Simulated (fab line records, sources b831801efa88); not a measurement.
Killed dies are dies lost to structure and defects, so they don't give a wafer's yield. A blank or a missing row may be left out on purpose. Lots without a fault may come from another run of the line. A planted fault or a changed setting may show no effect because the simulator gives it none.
fab line records | flow sky130
record lots=12 wafers=36 last_day=50
route steps=708 shown VT_ADJUST_HVTR@139 SONOS_ONO@182 GATE_OXIDE@188 PAD_OPEN@708
lots that met no fault: from a run of the same line without faults
start_h: hours from the record's first day to the start of the lot's first wafer shown | wait_h: hours since the lot's step before | " the same as in the row above | L1.1+2: a row that stands for several wafers | - no value, or no start given | * or withheld: withheld | < > ~ a bound
route shown NAME@n: a module of which the file shows steps, and the number in the route of the first | usual: mean/standard deviation of fault-free wafers | same: alike in all rows | chamber/n: place in a boat | sites: the reading at each site | _std_site: their standard deviation | _edge_site: outer sites' mean less inner sites' | radius_mm: how far each site lies from the wafer's centre | mask NAME#n: copy n | behind: the tool/chamber that last shaped the wafer | hold: why the lot was held/for how many hours/how that ended | device: the transistor (n, p or np) that didn't switch | end of line: the same wafers' tests at the end of the route | a step without rows: its recipe alone | killed: dies lost to structure and defects at the first sort, not the wafer's yield | map: a wafer's dies, x killed, . not, _ none there
set.NAME: the setting as run; set.NAME@STEP: as run at that earlier step | model.NAME: the simulator's own value behind a step, which no gauge read
steps of the route over a sample of lots; a table a step, a row a wafer
services: from which hour (start_h, from the record's first day; less than 0 if before it) a tool's chamber was out of use, for how many hours, and why
## steps
# step SKY_VT_ADJUST_HVTR_OVL_MEAS_08
# usual VT_ADJUST_HVTR_OVL=-0.6/1.3
# columns lot.wafer tool chamber start_h wait_h VT_ADJUST_HVTR_OVL[nm]
L430.2 overlay-01 - 210.07 0.1 0.0
L430.3 " - " " 0.0
L430.5 " - " " 1.6
L433.1 overlay-02 - 229.92 0.1 -0.2
L433.2 " - " " 0.2
L433.3 " - " " 0.9
L434.3 overlay-02 - 239.74 0.1 -0.5
L434.4 " - " " -3.2
L434.5 " - " " -1.4
L439.1 overlay-01 - 273.76 0.1 -0.7
L439.3 " - " " 0.0
L439.4 " - " " 0.6
L440.1 overlay-02 - 282.57 0.1 0.3
L440.2 " - " " 0.5
L440.4 " - " " 1.0
L443.3 overlay-02 - 302.82 0.1 0.0
L443.5 " - " " -0.5
L443.6 " - " " -2.4
L444.1 overlay-02 - 308.91 0.1 -2.0
L444.5 " - " " -1.1
L444.6 " - " " 0.2
L445.1 overlay-02 - 317.38 0.1 -0.4
L445.5 " - " " -1.7
L445.6 " - " " 1.3
L447.1 overlay-02 - 331.41 0.1 -1.6
L447.4 " - " " -1.2
L447.5 " - " " -2.3
L449.1 overlay-01 - 346.47 0.1 1.0
L449.2 " - " " 1.4
L449.4 " - " " 3.0
L450.1 overlay-02 - 355.91 0.1 0.2
L450.2 " - " " -0.3
L450.6 " - " " -2.4
L452.2 overlay-01 - 366.27 0.1 0.1
L452.5 " - " " -0.4
L452.6 " - " " 1.6
# step SKY_VT_ADJUST_HVTR_TW_MEAS_11
# usual VT_ADJUST_HVTR_TW=211.1/2.8
# columns lot.wafer tool chamber start_h wait_h VT_ADJUST_HVTR_TW
L430.2 film_metro-04 - 210.36 0.1 207.7
L430.3 " - " " 206.7
L430.5 " - " " 207.1
L433.1 film_metro-03 - 230.21 0.1 214.4
L433.2 " - " " 213.8
L433.3 " - " " 214.3
L434.3 film_metro-03 - 240.03 0.1 214.1
L434.4 " - " " 214.3
L434.5 " - " " 213.4
L439.1 film_metro-01 - 274.05 0.1 211.7
L439.3 " - " " 211.4
L439.4 " - " " 211.5
L440.1 film_metro-03 - 282.86 0.1 214.4
L440.2 " - " " 214.9
L440.4 " - " " 214.1
L443.3 film_metro-04 - 303.12 0.1 206.4
L443.5 " - " " 206.6
L443.6 " - " " 206.7
L444.1 film_metro-03 - 309.20 0.1 212.1
L444.5 " - " " 212.4
L444.6 " - " " 212.9
L445.1 film_metro-01 - 317.66 0.1 211.7
L445.5 " - " " 210.9
L445.6 " - " " 210.6
L447.1 film_metro-01 - 331.70 0.1 211.0
L447.4 " - " " 213.1
L447.5 " - " " 212.6
L449.1 film_metro-01 - 346.76 0.1 213.5
L449.2 " - " " 213.2
L449.4 " - " " 212.7
L450.1 film_metro-04 - 356.20 0.1 207.9
L450.2 " - " " 207.9
L450.6 " - " " 209.9
L452.2 film_metro-04 - 366.56 0.1 208.4
L452.5 " - " " 209.0
L452.6 " - " " 208.8
# step SKY_SONOS_ONO_OVL_MEAS_14
# usual SONOS_ONO_OVL=-1.8/1.4
# columns lot.wafer tool chamber start_h wait_h SONOS_ONO_OVL[nm]
L430.2 overlay-02 - 287.83 0.1 -2.4
L430.3 " - " " -2.3
L430.5 " - " " -2.4
L433.1 overlay-01 - 308.79 0.1 -0.8
L433.2 " - " " 1.1
L433.3 " - " " -0.8
L434.3 overlay-01 - 318.80 0.1 -6.1
L434.4 " - " " -4.3
L434.5 " - " " -4.8
L439.1 overlay-01 - 355.19 0.1 -1.5
L439.3 " - " " -1.7
L439.4 " - " " -3.2
L440.1 overlay-02 - 367.07 0.1 -0.2
L440.2 " - " " -0.2
L440.4 " - " " -1.5
L443.3 overlay-02 - 392.23 0.1 -0.9
L443.5 " - " " 0.3
L443.6 " - " " -1.9
L444.1 overlay-01 - 400.61 0.1 -0.9
L444.5 " - " " -1.2
L444.6 " - " " 1.9
L445.1 overlay-02 - 406.99 0.1 -4.3
L445.5 " - " " -2.0
L445.6 " - " " -4.3
L447.1 overlay-02 - 422.87 0.1 -4.3
L447.4 " - " " -1.6
L447.5 " - " " -0.4
L449.1 overlay-01 - 437.69 0.1 -0.7
L449.2 " - " " 0.6
L449.4 " - " " 0.5
L450.1 overlay-02 - 449.89 0.1 -1.0
L450.2 " - " " -1.5
L450.6 " - " " -1.8
L452.2 overlay-02 - 463.82 0.1 -2.8
L452.5 " - " " -1.1
L452.6 " - " " -2.1
# step SKY_GATE_OXIDE_OXIDATION_01
# recipe temp_c=900 ambient=O2 stabilise_s=600 purge_s=300 target_thk_a=102.68 ox_time_s=1473
# usual spike_tc_bottom_C=919.1/1.3 spike_tc_centre_C=899.7/1.4 spike_tc_lower_C=900.9/1 spike_tc_top_C=912.4/2.2 spike_tc_upper_C=899.0/1.1 tube_center_temp_C=900/0.084 tube_center_temp_C_max=902.3/0.42
# same stabilise_s=600
# columns lot.wafer tool chamber start_h wait_h spike_tc_bottom_C spike_tc_centre_C spike_tc_lower_C spike_tc_top_C spike_tc_upper_C tube_center_temp_C tube_center_temp_C_max
L430.2 furnace-02 0 288.72 0.5 918.3 900.5 900.9 912.8 897.0 899.92 902.3
L430.3 " 0 " " 918.4 900.7 900.4 914.0 898.6 900.04 902.2
L430.5 " 0 " " 916.7 898.7 901.3 914.2 899.2 900.17 902.5
L433.1 furnace-02 0 309.17 0.0 919.0 898.6 900.8 913.9 899.5 899.92 902.1
L433.2 " 0 " " 918.7 902.2 900.4 914.1 898.6 900.2 902.9
L433.3 " 0 " " 918.4 900.4 901.6 912.6 898.9 899.99 902.3
L434.3 furnace-01 0 319.15 0.0 921.0 899.5 899.7 910.1 899.2 899.95 901.8
L434.4 " 0 " " 920.1 898.9 901.1 909.8 899.8 899.88 901.8
L434.5 " 0 " " 919.5 900.5 900.8 909.3 899.8 899.95 901.9
L439.1 furnace-02 0 356.80 1.3 919.3 901.8 902.0 914.9 899.2 899.99 901.9
L439.3 " 0 " " 919.1 898.9 902.9 913.8 895.5 899.96 902.7
L439.4 " 0 " " 920.8 901.0 901.1 912.1 898.0 900.02 901.8
L440.1 furnace-01 0 370.60 3.2 920.5 899.0 899.5 910.4 900.8 899.99 902.3
L440.2 " 0 " " 919.7 901.0 899.0 910.4 897.8 899.9 901.8
L440.4 " 0 " " 918.9 899.6 899.1 908.2 900.3 900.08 903.4
L443.3 furnace-01 0 393.52 1.0 915.2 894.9 894.7 905.2 894.4 894.6 896.2
L443.5 " 0 " " 914.7 893.3 894.2 902.7 895.0 894.67 897.0
L443.6 " 0 " " 915.0 892.1 896.0 904.4 894.1 894.69 897.2
L444.1 furnace-02 0 401.29 0.3 917.7 901.8 901.1 914.3 898.0 899.92 902.6
L444.5 " 0 " " 919.7 898.9 901.5 915.0 898.5 899.93 902.2
L444.6 " 0 " " 918.6 901.7 903.1 915.0 898.6 900.06 902.1
L445.1 furnace-02 0 408.57 1.2 920.0 900.2 900.5 914.9 900.3 900.04 901.7
L445.5 " 0 " " 917.5 898.4 902.1 914.2 898.0 899.96 902.2
L445.6 " 0 " " 917.9 901.7 901.7 915.4 897.9 899.87 902.0
L447.1 furnace-01 0 424.58 1.2 914.5 893.8 894.2 905.9 894.7 894.65 897.0
L447.4 " 0 " " 915.8 892.6 893.6 904.1 895.5 894.74 897.0
L447.5 " 0 " " 914.4 891.5 896.0 904.8 894.9 894.59 896.8
L449.1 furnace-02 0 438.21 0.1 916.9 899.6 901.0 912.0 898.6 900.04 902.5
L449.2 " 0 " " 920.4 902.1 901.2 913.6 898.5 900.04 902.3
L449.4 " 0 " " 918.7 899.5 900.9 913.9 901.5 900.11 902.6
L450.1 furnace-02 0 450.25 0.0 919.2 899.9 901.5 913.6 899.6 900.01 902.8
L450.2 " 0 " " 917.8 900.7 901.9 916.6 899.3 899.95 902.7
L450.6 " 0 " " 920.5 900.6 902.7 914.1 898.0 899.96 902.2
L452.2 furnace-02 0 464.17 0.0 919.5 901.3 899.8 913.8 899.3 900.03 902.3
L452.5 " 0 " " 916.6 899.7 900.6 914.5 898.6 899.97 901.8
L452.6 " 0 " " 920.7 901.4 901.7 913.4 898.3 900.15 902.0
# step SKY_GATE_OXIDE_THK_MEAS_02
# recipe reads=SiO2_of_GATE_OXIDE_OXIDATION_01
# usual GATE_OXIDE_OXIDATION_00_THK=10.34/0.2
# columns lot.wafer tool chamber start_h wait_h hold GATE_OXIDE_OXIDATION_00_THK[nm]
L430.2 film_metro-03 - 290.14 0.0 - 10.60
L430.3 " - " " - 10.52
L430.5 " - " " - 10.59
L433.1 film_metro-03 - 310.58 0.0 - 10.42
L433.2 " - " " - 10.29
L433.3 " - " " - 10.25
L434.3 film_metro-01 - 320.58 0.0 - 10.71
L434.4 " - " " - 10.51
L434.5 " - " " - 10.67
L439.1 film_metro-01 - 358.21 0.0 - 10.51
L439.3 " - " " - 10.38
L439.4 " - " " - 10.27
L440.1 film_metro-03 - 372.01 0.0 - 10.50
L440.2 " - " " - 10.26
L440.4 " - " " - 10.25
L443.3 film_metro-04 - 394.95 0.0 - 9.81
L443.5 " - " " - 9.84
L443.6 " - " " - 9.97
L444.1 film_metro-01 - 402.70 0.0 - 10.13
L444.5 " - " " - 10.14
L444.6 " - " " - 10.14
L445.1 film_metro-03 - 409.97 0.0 - 10.38
L445.5 " - " " - 10.15
L445.6 " - " " - 10.42
L447.1 film_metro-01 - 425.99 0.0 await_dispo/0.2h/release 9.57
L447.4 " - " " await_dispo/0.2h/release 9.62
L447.5 " - " " await_dispo/0.2h/release 9.61
L447.1 film_metro-01 - 426.22 0.2 - 9.55
L447.4 " - " " - 9.62
L447.5 " - " " - 9.60
L449.1 film_metro-03 - 439.62 0.0 - 10.31
L449.2 " - " " - 10.34
L449.4 " - " " - 10.42
L450.1 film_metro-03 - 451.66 0.0 - 10.13
L450.2 " - " " - 10.05
L450.6 " - " " - 10.13
L452.2 film_metro-01 - 465.59 0.0 - 10.39
L452.5 " - " " - 10.42
L452.6 " - " " - 10.49
# step SKY_PAD_OPEN_PROBE_99
# usual killed_at_M0_to_M3=43/6.5 killed_at_M4_up=3.2/1.8 killed_at_contacts=24/5 killed_at_front_end=15/4.1 killed_at_other=0.3/0.54 killed_dies=85/9.3 killed_open=47/7.2 killed_short=39/5.9
# same gross_dies=492 killed_at_back_side=0
# columns lot.wafer tool chamber start_h wait_h killed_at_M0_to_M3 killed_at_M4_up killed_at_contacts killed_at_front_end killed_at_other killed_dies killed_open killed_short
L430.2 prober-01 - 1083.61 0.1 38 2 31 11 0 82 43 38
L430.3 prober-01 - 1083.66 0.2 49 2 29 11 0 91 52 38
L430.5 prober-01 - 1083.76 0.2 46 5 22 17 0 90 54 36
L433.1 prober-02 - 1091.96 0.1 41 3 34 17 0 95 45 48
L433.2 prober-02 - 1092.01 0.1 41 3 30 13 0 87 56 31
L433.3 prober-02 - 1092.06 0.2 44 5 20 15 0 84 43 41
L434.3 prober-01 - 1104.28 0.2 48 5 28 15 0 96 48 48
L434.4 prober-01 - 1104.33 0.2 45 3 26 24 2 100 48 50
L434.5 prober-01 - 1104.38 0.2 39 9 22 13 0 83 49 32
L439.1 prober-02 - 1132.26 0.1 45 2 27 14 0 88 46 42
L439.3 prober-02 - 1132.36 0.2 58 4 16 23 0 101 54 47
L439.4 prober-02 - 1132.41 0.2 51 1 14 9 0 75 44 31
L440.1 prober-02 - 1141.86 0.1 40 5 29 9 1 84 46 38
L440.2 prober-02 - 1141.91 0.1 36 4 24 18 0 82 44 38
L440.4 prober-02 - 1142.01 0.2 44 1 26 13 0 84 47 37
L444.1 prober-02 - 1157.61 0.1 38 2 22 16 1 79 39 40
L444.5 prober-02 - 1157.81 0.2 47 3 23 15 0 88 47 41
L444.6 prober-02 - 1157.86 0.2 49 3 26 18 0 96 54 42
L443.3 prober-01 - 1159.21 0.2 42 1 22 15 1 81 46 35
L443.5 prober-01 - 1159.31 0.2 41 2 30 25 0 98 45 53
L443.6 prober-01 - 1159.36 0.2 39 1 32 13 0 85 53 31
L445.1 prober-02 - 1165.71 0.1 44 4 28 21 0 97 60 37
L445.5 prober-02 - 1165.91 0.2 49 2 27 15 0 93 46 47
L445.6 prober-02 - 1165.96 0.2 59 3 24 17 0 103 62 41
L447.1 prober-02 - 1177.37 0.1 38 4 21 12 1 76 38 36
L447.4 prober-02 - 1177.52 0.2 49 2 19 22 0 92 51 40
L447.5 prober-02 - 1177.57 0.2 42 5 18 13 0 78 34 43
L449.1 prober-02 - 1184.23 0.1 37 3 16 18 2 76 41 35
L449.2 prober-02 - 1184.28 0.1 43 4 27 15 0 89 44 45
L449.4 prober-02 - 1184.38 0.2 50 6 27 15 0 98 59 39
L450.1 prober-01 - 1186.38 0.1 37 2 27 20 0 86 52 34
L450.2 prober-01 - 1186.43 0.1 35 6 26 23 0 90 48 42
L450.6 prober-01 - 1186.63 0.2 47 4 22 19 1 93 56 37
L452.2 prober-02 - 1191.72 0.1 41 2 25 12 1 81 44 36
L452.5 prober-02 - 1191.87 0.2 46 2 25 17 0 90 46 44
L452.6 prober-02 - 1191.92 0.2 46 4 21 11 0 82 42 40
# killed by level:class
L430.2 CONTACT:geometric_particle:open=11 VIA1:geometric_particle:open=9 LI_CONTACT:geometric_particle:open=8 METAL2:geometric_particle:short=7 VIA2:geometric_particle:open=5 LI_CONTACT:geometric_particle:short=4 LOCAL_INTERCONNECT:geometric_particle:short=4 CONTACT:geometric_particle:short=4
L430.3 VIA1:geometric_particle:open=15 CONTACT:geometric_particle:open=14 VIA2:geometric_particle:open=7 VIA3:geometric_particle:open=6 LOCAL_INTERCONNECT:geometric_particle:short=5 CONTACT:geometric_particle:short=5 VIA1:geometric_particle:short=4 METAL2:geometric_particle:short=4
L430.5 VIA1:geometric_particle:open=11 VIA2:geometric_particle:open=11 CONTACT:geometric_particle:open=6 FIELD_ISO:geometric_particle:open=5 FIELD_ISO:geometric_particle:short=5 LI_CONTACT:geometric_particle:open=5 CONTACT:geometric_particle:short=5 VIA1:geometric_particle:short=5
L433.1 CONTACT:geometric_particle:open=16 VIA1:geometric_particle:open=10 LI_CONTACT:geometric_particle:open=6 CONTACT:geometric_particle:short=6 METAL1:geometric_particle:short=6 FIELD_ISO:geometric_particle:short=5 LOCAL_INTERCONNECT:geometric_particle:short=5 METAL2:geometric_particle:short=5
L433.2 CONTACT:geometric_particle:open=14 VIA1:geometric_particle:open=10 VIA2:geometric_particle:open=9 LI_CONTACT:geometric_particle:open=7 VIA3:geometric_particle:open=6 POLY_GATE:geometric_particle:open=5 LOCAL_INTERCONNECT:geometric_particle:short=4 METAL2:geometric_particle:short=4
L433.3 CONTACT:geometric_particle:open=8 VIA1:geometric_particle:short=8 VIA2:geometric_particle:open=7 METAL1:geometric_particle:short=6 VIA1:geometric_particle:open=6 LI_CONTACT:geometric_particle:open=5 VIA3:geometric_particle:open=5 FIELD_ISO:geometric_particle:open=4
L434.3 VIA1:geometric_particle:open=10 METAL1:geometric_particle:short=9 CONTACT:geometric_particle:open=8 LI_CONTACT:geometric_particle:open=8 VIA3:geometric_particle:short=6 CONTACT:geometric_particle:short=5 FIELD_ISO:geometric_particle:short=4 LI_CONTACT:geometric_particle:short=4
L434.4 CONTACT:geometric_particle:open=11 VIA1:geometric_particle:open=10 METAL2:geometric_particle:short=8 METAL1:geometric_particle:short=7 FIELD_ISO:geometric_particle:short=6 CONTACT:geometric_particle:short=6 POLY_GATE:geometric_particle:short=5 LI_CONTACT:geometric_particle:open=5
L434.5 VIA1:geometric_particle:open=8 VIA2:geometric_particle:open=8 LI_CONTACT:geometric_particle:open=6 LOCAL_INTERCONNECT:geometric_particle:short=5 CONTACT:geometric_particle:open=5 METAL2:geometric_particle:short=5 VIA3:geometric_particle:open=5 METAL4:geometric_particle:short=5
L439.1 VIA1:geometric_particle:open=12 CONTACT:geometric_particle:open=10 VIA3:geometric_particle:open=9 CONTACT:geometric_particle:short=7 METAL1:geometric_particle:short=5 VIA1:geometric_particle:short=5 POLY_GATE:geometric_particle:short=4 LI_CONTACT:geometric_particle:open=4
L439.3 VIA1:geometric_particle:open=18 METAL1:geometric_particle:short=9 FIELD_ISO:geometric_particle:open=8 METAL2:geometric_particle:short=7 FIELD_ISO:geometric_particle:short=6 CONTACT:geometric_particle:open=6 VIA1:geometric_particle:short=5 VIA3:geometric_particle:open=5
L439.4 VIA1:geometric_particle:open=12 VIA2:geometric_particle:open=8 CONTACT:geometric_particle:open=6 METAL1:geometric_particle:short=6 VIA3:geometric_particle:open=5 FIELD_ISO:geometric_particle:short=4 VIA1:geometric_particle:short=4 METAL2:geometric_particle:open=4
L440.1 VIA1:geometric_particle:short=9 LI_CONTACT:geometric_particle:open=9 VIA3:geometric_particle:open=9 CONTACT:geometric_particle:open=8 CONTACT:geometric_particle:short=6 VIA1:geometric_particle:open=6 LOCAL_INTERCONNECT:geometric_particle:short=5 METAL1:geometric_particle:short=5
L440.2 VIA1:geometric_particle:open=10 LI_CONTACT:geometric_particle:open=7 CONTACT:geometric_particle:open=7 FIELD_ISO:geometric_particle:open=5 VIA3:geometric_particle:short=5 POLY_GATE:geometric_particle:open=4 LI_CONTACT:geometric_particle:short=4 CONTACT:geometric_particle:short=4
L440.4 CONTACT:geometric_particle:open=13 VIA1:geometric_particle:open=11 VIA1:geometric_particle:short=7 VIA3:geometric_particle:open=7 LI_CONTACT:geometric_particle:open=6 METAL2:geometric_particle:short=5 POLY_GATE:geometric_particle:short=4 METAL1:geometric_particle:short=4
L444.1 CONTACT:geometric_particle:open=8 METAL1:geometric_particle:short=7 VIA1:geometric_particle:open=7 LI_CONTACT:geometric_particle:open=6 LOCAL_INTERCONNECT:geometric_particle:short=6 VIA3:geometric_particle:short=6 FIELD_ISO:geometric_particle:short=5 FIELD_ISO:geometric_particle:open=5
L444.5 VIA1:geometric_particle:open=12 LI_CONTACT:geometric_particle:open=9 METAL1:geometric_particle:short=8 VIA2:geometric_particle:open=6 CONTACT:geometric_particle:open=6 LOCAL_INTERCONNECT:geometric_particle:short=5 METAL2:geometric_particle:short=5 POLY_GATE:geometric_particle:open=4
L444.6 VIA1:geometric_particle:open=11 CONTACT:geometric_particle:open=10 VIA2:geometric_particle:open=8 METAL1:geometric_particle:short=7 VIA3:geometric_particle:open=7 POLY_GATE:geometric_particle:short=6 LI_CONTACT:geometric_particle:open=6 POLY_GATE:geometric_particle:open=5
L443.3 VIA2:geometric_particle:open=12 CONTACT:geometric_particle:open=11 FIELD_ISO:geometric_particle:open=5 LOCAL_INTERCONNECT:geometric_particle:short=5 VIA1:geometric_particle:open=5 VIA1:geometric_particle:short=5 METAL2:geometric_particle:short=5 METAL3:geometric_particle:short=4
L443.5 CONTACT:geometric_particle:open=13 FIELD_ISO:geometric_particle:short=10 VIA1:geometric_particle:open=9 VIA2:geometric_particle:open=7 CONTACT:geometric_particle:short=6 VIA1:geometric_particle:short=6 LI_CONTACT:geometric_particle:open=5 METAL1:geometric_particle:short=5
L443.6 CONTACT:geometric_particle:open=16 VIA1:geometric_particle:open=12 METAL1:geometric_particle:short=6 LI_CONTACT:geometric_particle:open=5 METAL2:geometric_particle:short=5 LI_CONTACT:geometric_particle:short=4 LOCAL_INTERCONNECT:geometric_particle:short=4 VIA2:geometric_particle:open=4
L445.1 CONTACT:geometric_particle:open=11 VIA3:geometric_particle:open=10 LI_CONTACT:geometric_particle:open=8 VIA1:geometric_particle:open=8 CONTACT:geometric_particle:short=6 FIELD_ISO:geometric_particle:short=5 METAL1:geometric_particle:short=5 VIA2:geometric_particle:open=5
L445.5 CONTACT:geometric_particle:open=14 METAL2:geometric_particle:short=9 VIA1:geometric_particle:open=7 METAL1:geometric_particle:short=6 METAL3:geometric_particle:short=6 VIA2:geometric_particle:open=5 CONTACT:geometric_particle:short=5 FIELD_ISO:geometric_particle:open=4
L445.6 VIA1:geometric_particle:open=14 CONTACT:geometric_particle:open=10 VIA3:geometric_particle:open=9 VIA2:geometric_particle:open=7 METAL1:geometric_particle:short=7 VIA1:geometric_particle:short=7 METAL2:geometric_particle:short=7 FIELD_ISO:geometric_particle:open=6
L447.1 VIA1:geometric_particle:open=9 LOCAL_INTERCONNECT:geometric_particle:short=6 CONTACT:geometric_particle:open=6 VIA2:geometric_particle:open=6 METAL1:geometric_particle:short=5 VIA3:geometric_particle:open=5 METAL4:geometric_particle:short=4 VIA2:geometric_particle:short=4
L447.4 VIA1:geometric_particle:open=11 METAL1:geometric_particle:short=10 CONTACT:geometric_particle:open=8 LI_CONTACT:geometric_particle:open=7 FIELD_ISO:geometric_particle:short=5 FIELD_ISO:geometric_particle:open=4 METAL3:geometric_particle:short=4 VIA2:geometric_particle:open=4
L447.5 VIA1:geometric_particle:open=7 METAL1:geometric_particle:short=6 VIA2:geometric_particle:open=6 CONTACT:geometric_particle:open=5 METAL3:geometric_particle:short=5 METAL2:geometric_particle:short=4 LOCAL_INTERCONNECT:geometric_particle:short=4 CONTACT:geometric_particle:short=4
L449.1 VIA1:geometric_particle:open=9 METAL2:geometric_particle:short=7 CONTACT:geometric_particle:open=6 FIELD_ISO:geometric_particle:open=5 POLY_GATE:geometric_particle:open=4 VIA1:geometric_particle:short=4 CONTACT:geometric_particle:short=4 METAL2:geometric_particle:open=4
L449.2 VIA1:geometric_particle:open=12 CONTACT:geometric_particle:open=9 VIA1:geometric_particle:short=7 LI_CONTACT:geometric_particle:open=6 VIA3:geometric_particle:open=5 METAL2:geometric_particle:short=5 CONTACT:geometric_particle:short=5 VIA3:geometric_particle:short=5
L449.4 VIA1:geometric_particle:open=14 LI_CONTACT:geometric_particle:open=11 CONTACT:geometric_particle:open=7 FIELD_ISO:geometric_particle:short=6 VIA1:geometric_particle:short=6 VIA2:geometric_particle:open=6 FIELD_ISO:geometric_particle:open=5 VIA3:geometric_particle:open=5
L450.1 VIA1:geometric_particle:open=13 CONTACT:geometric_particle:open=12 FIELD_ISO:geometric_particle:short=7 VIA2:geometric_particle:open=6 METAL2:geometric_particle:short=6 POLY_GATE:geometric_particle:open=5 LI_CONTACT:geometric_particle:open=4 LOCAL_INTERCONNECT:geometric_particle:short=4
L450.2 VIA1:geometric_particle:open=9 CONTACT:geometric_particle:open=8 CONTACT:geometric_particle:short=8 VIA3:geometric_particle:open=8 POLY_GATE:geometric_particle:open=7 SPACER:geometric_particle:short=5 VIA2:geometric_particle:open=5 POLY_GATE:geometric_particle:short=4
L450.6 VIA1:geometric_particle:open=14 CONTACT:geometric_particle:open=9 POLY_GATE:geometric_particle:open=7 LI_CONTACT:geometric_particle:open=7 METAL1:geometric_particle:short=7 VIA3:geometric_particle:open=6 VIA2:geometric_particle:open=5 METAL2:geometric_particle:short=5
L452.2 VIA1:geometric_particle:open=11 LOCAL_INTERCONNECT:geometric_particle:short=10 CONTACT:geometric_particle:open=7 VIA2:geometric_particle:open=7 VIA1:geometric_particle:short=6 FIELD_ISO:geometric_particle:open=5 VIA3:geometric_particle:open=4 FIELD_ISO:geometric_particle:short=3
L452.5 VIA1:geometric_particle:open=11 VIA2:geometric_particle:open=7 LI_CONTACT:geometric_particle:open=6 METAL2:geometric_particle:short=5 LI_CONTACT:geometric_particle:short=5 CONTACT:geometric_particle:open=5 CONTACT:geometric_particle:short=5 VIA2:geometric_particle:short=5
L452.6 VIA1:geometric_particle:open=11 METAL1:geometric_particle:short=9 LI_CONTACT:geometric_particle:open=6 CONTACT:geometric_particle:open=6 VIA3:geometric_particle:open=6 VIA1:geometric_particle:short=5 CONTACT:geometric_particle:short=5 METAL3:geometric_particle:short=4
## services
# columns tool chamber start_h hours kind
furnace-02 - 347.04 4.3 pm
furnace-02 - 362.69 5.9 repair
furnace-01 - 379.12 3.6 pm
furnace-02 - 439.62 2.6 pm
## key
first_sign step=SKY_GATE_OXIDE_OXIDATION_01 reading=tube_center_temp_C direction=down sigmas=59 usual=* struck=*
effect step=SKY_GATE_OXIDE_OXIDATION_01 reading=tube_center_temp_C_max direction=down sigmas=13 usual=* struck=*
effect step=SKY_GATE_OXIDE_THK_MEAS_02 reading=visit direction=added
met_at SKY_GATE_OXIDE_OXIDATION_01
struck_lots L443,L447
tester_left_out L443,L447
not_acting_at SKY_VT_ADJUST_HVTR_OVL_MEAS_08,SKY_VT_ADJUST_HVTR_TW_MEAS_11,SKY_SONOS_ONO_OVL_MEAS_14
onset_between 370.60 393.52
fault kind=process_parameter_drift tool=furnace-01 chamber=- onset_h=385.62 steps=SKY_GATE_OXIDE_OXIDATION_01 channel=temp_c offset=* shape=step end_h=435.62 acts_in=* stated=*
# tester_left_out: of these lots the tester's yield and bins aren't shown, on N5 and GAA mostly nor the transistor test; their killed dies are dies lost to structure and defects alone, not to doping, threshold or leakage, so they don't give the yield
